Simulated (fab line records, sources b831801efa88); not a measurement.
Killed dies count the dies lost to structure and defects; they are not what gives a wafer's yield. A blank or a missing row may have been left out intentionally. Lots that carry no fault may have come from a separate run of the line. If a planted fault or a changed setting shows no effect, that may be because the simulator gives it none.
Problem report, 8D (eight disciplines) form, completed by code	flow gf180mcu	the parts of the form that need people (team, actions taken, sign-off) are left out

## 1. WHAT IS WRONG
NSD_RS at GF_PSD_RS_MEAS_14 reads a mean of 48.92 ohm/sq on 6 wafers of 2 lots; wafers without a fault read 46.12 ohm/sq with a standard deviation of 0.08. That puts it +35 standard deviations away from the usual mean.
The step: measures by four-point-probe.
First observed at day 20 08:56: wafer L376.1, on film_metro-03. The record holds 30 wafers of 10 lots with a number at this step. The rule behind "out" and "out of limits": a value lying over 4 standard deviations away from the usual mean. The other wafers with a number count as sound.

## 2. WHAT THIS IS AND IS NOT
question	is	is not
which readings at this step	NSD_RS	-
which lots	L375, L376	L360, L362, L364, L366, L368, L379, L380, L382
which wafers of those lots	all that have a number	-
read on which gauges	film_metro-02, film_metro-03	film_metro-01
when	from day 20 08:56	up to then (15 sound wafers); but 9 sound wafers of L379, L380, L382 came after

## 3. WHAT RULES OUT EACH SUSPECT
Counting: a tool at a process step up to the reading stays a suspect if it ran every lot that is out and no sound lot after the first of them.
- the gauge at GF_PSD_RS_MEAS_14: ruled out. The wafers that are out were read on 2 gauges (film_metro-02, film_metro-03).
- implanter-03 at GF_NSD_IMPLANT_10: kept. All lots that are out passed through it, beginning with L376 at day 19 07:14, and no sound lot followed; its final sound lot before that point was L362 at day 14 09:26. Its own readings are out on those wafers: dose_ions_cm2, faraday_current_uA.
Left after counting: implanter-03 at GF_NSD_IMPLANT_10.

## 4. THE CAUSE (what the simulator had put in)
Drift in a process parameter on implanter-03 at GF_NSD_IMPLANT_10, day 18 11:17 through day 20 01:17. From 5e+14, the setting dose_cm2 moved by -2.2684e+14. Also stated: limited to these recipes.
Only this tool survived the counting.

## 5. SEQUENCE OF EFFECTS, ordered by route
Rows list readings where the struck wafers' mean (over those with a number) sits beyond 3 standard deviations from the usual. Readings are gone through only where the record gives a usual standard deviation; hours: the median, over the lots, of the time from a lot's start at the first step in this table giving one to that lot's start at this step; sigmas: the change measured in usual standard deviations.
hours	step	reading	usual	on struck wafers	change	sigmas
0	GF_NSD_IMPLANT_10	dose_ions_cm2	5.001e+14	2.737e+14	-2.264e+14	-99 or more
0	GF_NSD_IMPLANT_10	end_station_pressure_torr	7.3e-06 Torr	6.2e-06	-1.1e-06	-3.2
0	GF_NSD_IMPLANT_10	faraday_current_uA	2788	1510	-1278	-25
0	GF_NSD_STRIP_11	strip_time_to_endpoint_s	22.95 s	22.75	-0.20	-4.9
26	GF_PSD_RS_MEAS_14	NSD_RS	46.12 ohm/sq	48.92	+2.80	+35
Here are the process steps it includes:
- GF_NSD_IMPLANT_10
- GF_NSD_STRIP_11: strips in O2/N2.

## 6. WHAT WOULD HAVE CAUGHT IT SOONER
Counted from the fault's start at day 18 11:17, it took 46 hours until the first out-of-limits reading at a measuring or inspecting step in this record, taken at day 20 08:56.
At GF_NSD_IMPLANT_10, the tool's own readings (dose_ions_cm2, faraday_current_uA) were out on each struck wafer the step has a row for, so an alarm limit on them would have fired on the first such wafer.
Lots out: 2; all had begun GF_NSD_IMPLANT_10 on implanter-03 by day 20 08:56. A hold on the tool at that time would have spared none of them.
